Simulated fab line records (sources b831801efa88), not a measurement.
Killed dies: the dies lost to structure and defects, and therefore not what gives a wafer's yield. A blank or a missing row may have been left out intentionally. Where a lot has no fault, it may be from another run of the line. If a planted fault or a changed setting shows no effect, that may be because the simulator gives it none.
What tool caused it?	flow sky130	21 wafers from 7 lots sampled at 2 of the route's 708 steps

== WHAT EACH GAUGE READ, for each wafer ==
SKY_SONOS_ONO_CD_MEAS_13 targets a cd of 410 nm.
lot	measured	on	cd-nm (nm)
L363	day 12 21:10	cd-sem-01	408.2 409.5 408.9
L365	day 13 20:43	cd-sem-02	407.9 408.9 409.9
L367	day 14 08:50	cd-sem-02	407.4 409.8 407.8
L375	day 17 00:49	cd-sem-02	410.6 409.7 407.5
L377	day 17 13:09	cd-sem-01	410.3 409.7 410.0
L383	day 19 15:37	cd-sem-01	407.3 408.7 407.9

== EACH LOT AND THE TOOL THAT RAN IT (in order: tool; ch and the chambers of the sampled wafers; start) ==
lot	SKY_SONOS_TUNNEL_WET_ETCH_10
L363	wet-bench-03 ch 0, day 11 16:26
L365	wet-bench-03 ch 3, day 12 09:21
L367	wet-bench-02 ch 3, day 13 02:18
L375	wet-bench-03 ch 0, day 15 16:46
L377	wet-bench-01 ch 2, day 16 03:04
L380	wet-bench-03 ch 0, day 17 08:25
L383	wet-bench-02 ch 1, day 18 03:37
- SKY_SONOS_TUNNEL_WET_ETCH_10: etches SiO2 in dHF, target depth 14 nm, time 280 s.

== THE ANSWER, worked out from the rows above alone ==
Rule: usual is defined by the lots themselves. The widest of any qualifying gaps counts: lots, ordered by their means at a reading, are off when they make up no more than a third of the lots, leave a main group of 4 or more, and stand apart from it by 3 or more times the standard deviation of that group's means. If all means in a main group match to the digits the tables above print for the reading, that group is not used. Also off: a lot with no number at a reading for which 4 or more lots have one. Where the step has rows for the other lots, those lots are counted as sound.
None of the lots is off at any reading shown; this tells nothing.

== WHAT WAS PUT IN BY THE SIMULATOR ==
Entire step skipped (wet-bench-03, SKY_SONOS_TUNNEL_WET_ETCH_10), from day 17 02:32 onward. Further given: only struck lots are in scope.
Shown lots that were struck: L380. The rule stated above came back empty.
